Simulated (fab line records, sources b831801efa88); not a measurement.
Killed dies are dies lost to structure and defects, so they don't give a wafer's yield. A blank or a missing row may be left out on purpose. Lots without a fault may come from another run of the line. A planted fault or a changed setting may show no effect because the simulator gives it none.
Chamber matching | flow sky130 | SKY_FIELD_ISO_ETCH_17 on rie_si-01: 4 sister chambers
The step etches Si in HBr/Cl2/O2, target depth 342 nm, time 97.7 s. 8 wafers are shown with their chamber, then 7 later ones without.

WAFERS WITH THEIR CHAMBER
wafer  | chamber | drypump_motor_current_A (A) | oes_product_au (a.u.)
L728.4 | 0       | 5.5                         | 0.986
L735.3 | 3       | 6.0                         | 0.987
L735.6 | 0       | 5.5                         | 0.986
L738.1 | 1       | 5.1                         | 0.993
L738.5 | 1       | 5.1                         | 0.990
L738.6 | 2       | 6.3                         | 1.007
L740.2 | 3       | 6.0                         | 1.003
L740.4 | 2       | 6.2                         | 1.012

WAFERS WITHOUT THEIR CHAMBER
wafer  | drypump_motor_current_A (A) | oes_product_au (a.u.)
L740.6 | 5.0                         | 0.993
L741.1 | 5.6                         | 0.981
L741.2 | 6.3                         | 0.997
L741.5 | 5.6                         | 0.977
L742.4 | 5.0                         | 0.998
L742.5 | 6.3                         | 1.013
L742.6 | 5.0                         | 0.996

WHICH CHAMBER EACH WENT THROUGH
wafer  | from the rows above | in truth
L740.6 | 1                   | 1
L741.1 | 0                   | 0
L741.2 | 2                   | 2
L741.5 | 0                   | 0
L742.4 | 1                   | 1
L742.5 | 2                   | 2
L742.6 | 1                   | 1
Placed correctly: 7 of 7. Can't be placed from these rows: 0. Placed wrongly: 0.
How it was worked out, from the rows above alone: a wafer's distance from a chamber is the root of the sum, over the readings, of the square of ((its reading less the chamber's mean) divided by the reading's scatter). The wafer belongs to the nearest chamber; if the next one is less than 2 further off, it can't be placed. A chamber's mean is the mean of its shown wafers. The scatter: the root of (the sum of the squares of (reading less its chamber's mean) over the shown wafers, divided by (wafers less chambers)).
